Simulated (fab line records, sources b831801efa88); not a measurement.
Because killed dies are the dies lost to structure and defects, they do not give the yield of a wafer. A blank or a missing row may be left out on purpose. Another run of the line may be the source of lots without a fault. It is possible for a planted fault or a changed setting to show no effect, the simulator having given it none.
Matching of chambers + flow sky130 + rie_diel-01 running SKY_VIA3_ETCH_15: 4 sister chambers
The step etches SiO2 in C4F8/O2/Ar, stops on TiN, target depth 507 nm, time 78 s. 18 wafers are shown with their chamber, then 9 later ones without.

WAFERS PAIRED WITH THEIR CHAMBERS
| wafer  | chamber | oes_product_au (a.u.) | rf_fwd_power_W (W) |
|--------|---------|-----------------------|--------------------|
| L076.1 | 2       | 0.951                 | 1492               |
| L076.3 | 3       | 0.946                 | 1488               |
| L076.5 | 0       | 0.955                 | 1491               |
| L075.3 | 0       | 0.947                 | 1488               |
| L075.4 | 1       | 0.949                 | 1492               |
| L075.5 | 2       | 0.937                 | 1490               |
| L078.2 | 2       | 0.948                 | 1496               |
| L078.3 | 1       | 0.951                 | 1494               |
| L078.4 | 0       | 0.948                 | 1491               |
| L077.2 | 3       | 0.946                 | 1482               |
| L077.3 | 0       | 0.947                 | 1479               |
| L077.5 | 2       | 0.953                 | 1495               |
| L083.4 | 1       | 0.951                 | 1490               |
| L083.5 | 0       | 0.952                 | 1493               |
| L083.6 | 3       | 0.942                 | 1495               |
| L090.3 | 2       | 0.951                 | 1491               |
| L090.4 | 0       | 0.949                 | 1488               |
| L090.5 | 2       | 0.950                 | 1494               |

SIGNATURES, as means of the wafers listed above
| reading        | chamber 0 | chamber 1 | chamber 2 | chamber 3 | scatter within a chamber |
|----------------|-----------|-----------|-----------|-----------|--------------------------|
| oes_product_au | 0.94967   | 0.95033   | 0.94833   | 0.94467   | 0.00407                  |
| rf_fwd_power_W | 1488.33   | 1492.00   | 1493.00   | 1488.33   | 4.17                     |
Rule: a wafer lies at a distance from a chamber equal to the root of the sum of squares, over the readings, of (its reading less the chamber's mean, divided by the reading's scatter). The wafer belongs to the nearest chamber; if the next one is less than 2 further off, it can't be placed. The scatter: the root of (the sum of the squares of (reading less its chamber's mean) over the shown wafers, divided by (wafers less chambers)).

WAFERS WITH NO CHAMBER GIVEN
| wafer  | oes_product_au (a.u.) | rf_fwd_power_W (W) |
|--------|-----------------------|--------------------|
| L091.1 | 0.949                 | 1488               |
| L091.4 | 0.947                 | 1487               |
| L091.5 | 0.946                 | 1478               |
| L092.4 | 0.948                 | 1486               |
| L092.5 | 0.937                 | 1487               |
| L092.6 | 0.952                 | 1484               |
| L095.1 | 0.948                 | 1489               |
| L095.5 | 0.954                 | 1493               |
| L095.6 | 0.943                 | 1491               |

THE CHAMBER EACH PASSED THROUGH
| wafer  | from the rows above               | in truth |
|--------|-----------------------------------|----------|
| L091.1 | can't be placed: 0 or 1 or 3 or 2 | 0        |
| L091.4 | can't be placed: 3 or 0 or 1 or 2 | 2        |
| L091.5 | can't be placed: 3 or 0 or 1 or 2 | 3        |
| L092.4 | can't be placed: 0 or 3 or 1 or 2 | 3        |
| L092.5 | can't be placed: 3 or 0 or 2 or 1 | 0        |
| L092.6 | can't be placed: 0 or 1 or 3 or 2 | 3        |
| L095.1 | can't be placed: 0 or 3 or 1 or 2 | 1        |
| L095.5 | can't be placed: 1 or 2 or 0 or 3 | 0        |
| L095.6 | can't be placed: 3 or 2 or 0 or 1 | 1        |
0 of 9 placed correctly. Not placeable from these rows: 9 (in 9, the candidates include the true chamber). Placed wrongly: 0.
